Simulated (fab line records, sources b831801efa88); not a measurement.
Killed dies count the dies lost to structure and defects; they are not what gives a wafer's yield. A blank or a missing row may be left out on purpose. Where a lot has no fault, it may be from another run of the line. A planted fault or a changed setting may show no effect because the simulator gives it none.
Lot-split experiment + flow gf180mcu + 23 wafers read from 5 lots, route of 602 steps

== ON THE SPLIT ==
At GF_V3_CVD_23 (deposits W, target thk 350 nm, time 104.9 s), the setting temp_c was moved away from the recipe's 400 C on 4 of the 23 wafers read, by -2.6% to +2.9%. For the rest of the wafers, this setting stayed at what the recipe calls for.

== THE PATH FROM SPLIT TO READING: the file shows 1 step between them ==
- GF_V3_RS_MEAS_24: measures by four-point-probe

== THE READING ==
V3_W_THK, in nm, at GF_V3_THK_MEAS_25 (measures by xrf). Fault-free wafers of this fab line usually give 350 nm, standard deviation 4.2 nm.

| wafer  | tool, chamber at the split | temp_c as run, C | against the recipe | V3_W_THK, nm | against lot-mates on the recipe |
|--------|----------------------------|------------------|--------------------|--------------|---------------------------------|
| L079.2 | cvd_w-01, 1                | 400              | recipe             | 352          | -                               |
| L079.3 | cvd_w-01, 0                | 400              | recipe             | 345          | -                               |
| L079.4 | cvd_w-01, 1                | 400              | recipe             | 347          | -                               |
| L079.5 | cvd_w-01, 1,0              | 400              | recipe             | 351          | -                               |
| L079.6 | cvd_w-01, 1,0              | 400              | recipe             | 350          | -                               |
| L080.2 | cvd_w-02, 1                | 400              | recipe             | 349          | -                               |
| L080.5 | cvd_w-02, 1                | 400              | recipe             | 352          | -                               |
| L080.6 | cvd_w-02, 0                | 400              | recipe             | 356          | -                               |
| L081.1 | cvd_w-01, 1                | 400              | recipe             | 343          | -                               |
| L081.2 | cvd_w-01, 0                | 400              | recipe             | 349          | -                               |
| L081.3 | cvd_w-01, 0                | 400              | recipe             | 349          | -                               |
| L081.4 | cvd_w-01, 1                | 400              | recipe             | 351          | -                               |
| L081.5 | cvd_w-01, 1                | 400              | recipe             | 350          | -                               |
| L082.1 | cvd_w-01, 1                | 411.6            | +2.9%              | 433          | +90                             |
| L082.2 | cvd_w-01, 0                | 400              | recipe             | 342          | -                               |
| L082.3 | cvd_w-01, 1                | 411.6            | +2.9%              | 430          | +87                             |
| L082.5 | cvd_w-01, 1                | 400              | recipe             | 347          | -                               |
| L082.6 | cvd_w-01, 0                | 400              | recipe             | 341          | -                               |
| L084.1 | cvd_w-02, 0                | 389.5            | -2.6%              | 292          | -58                             |
| L084.2 | cvd_w-02, 1                | 400              | recipe             | 351          | -                               |
| L084.4 | cvd_w-02, 1                | 400              | recipe             | 351          | -                               |
| L084.5 | cvd_w-02, 0                | 389.5            | -2.6%              | 287          | -63                             |
| L084.6 | cvd_w-02, 1                | 400              | recipe             | 347          | -                               |
If several chambers appear in one row, that row covers several wafers at once and the file leaves open which wafer was in which chamber.

THE FIT
A straight line over all 23 wafers: V3_W_THK changes by +25.8 nm for each +1% of temp_c; r = +0.99; the points scatter about the line by 4.9 nm.
The same after taking each lot's own level away (the mean of its wafers on the recipe; 23 wafers): +27 nm for each +1%; r = +0.99; scatter 4.9 nm.
Per that fit: largest temp_c move, reading shift of 78 nm.
The lots' own levels span 343.3 to 352.3 nm, that is 2.1 times the standard deviation above.
The two slopes agree, so the slope changes little with the lot-to-lot level.
Check: for one of the wafers moved furthest among these (+2.9%), held out of the fit, the line's prediction against its lot-mates is +75.7 nm. It came out at +89.7 nm against them.

== OTHER SPLITS APPLIED TO THESE WAFERS ==
Other splits were also applied to these wafers ahead of the reading. Each is held against what the fit with the lots' levels taken away leaves over:
| other split on the same wafers  | wafers away from the commonest value | r with V3_W_THK (lot level and that fit taken away) |
|---------------------------------|--------------------------------------|-----------------------------------------------------|
| GF_V3_CMP_04 leave_above_ref_nm | 10                                   | -0.18                                               |
| GF_V3_PEB_12 peb_temp_c         | 9                                    | -0.20                                               |

== THE WHOLE CHAIN: every reading that the file lists as answering this split, in the file's order ==
| step              | what it does                                | reading                                                                | change (the file's fit)              | r (the file's) |
|-------------------|---------------------------------------------|------------------------------------------------------------------------|--------------------------------------|----------------|
| GF_V3_CVD_23      | deposits W, target thk 350 nm, time 104.9 s | W_of_V3_CVD_23.thk_nm (the simulator's own value, which no gauge read) | +26.3 nm for each +1% of the setting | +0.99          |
| GF_V3_RS_MEAS_24  | measures by four-point-probe                | V3_W_RS                                                                | -0.0244 for each +1% of the setting  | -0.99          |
| GF_V3_THK_MEAS_25 | measures by xrf                             | V3_W_THK                                                               | +27 for each +1% of the setting      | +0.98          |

== THE FILE'S OWN FIT ==
V3_W_THK changes by +27 nm for each +1% of temp_c, r = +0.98.
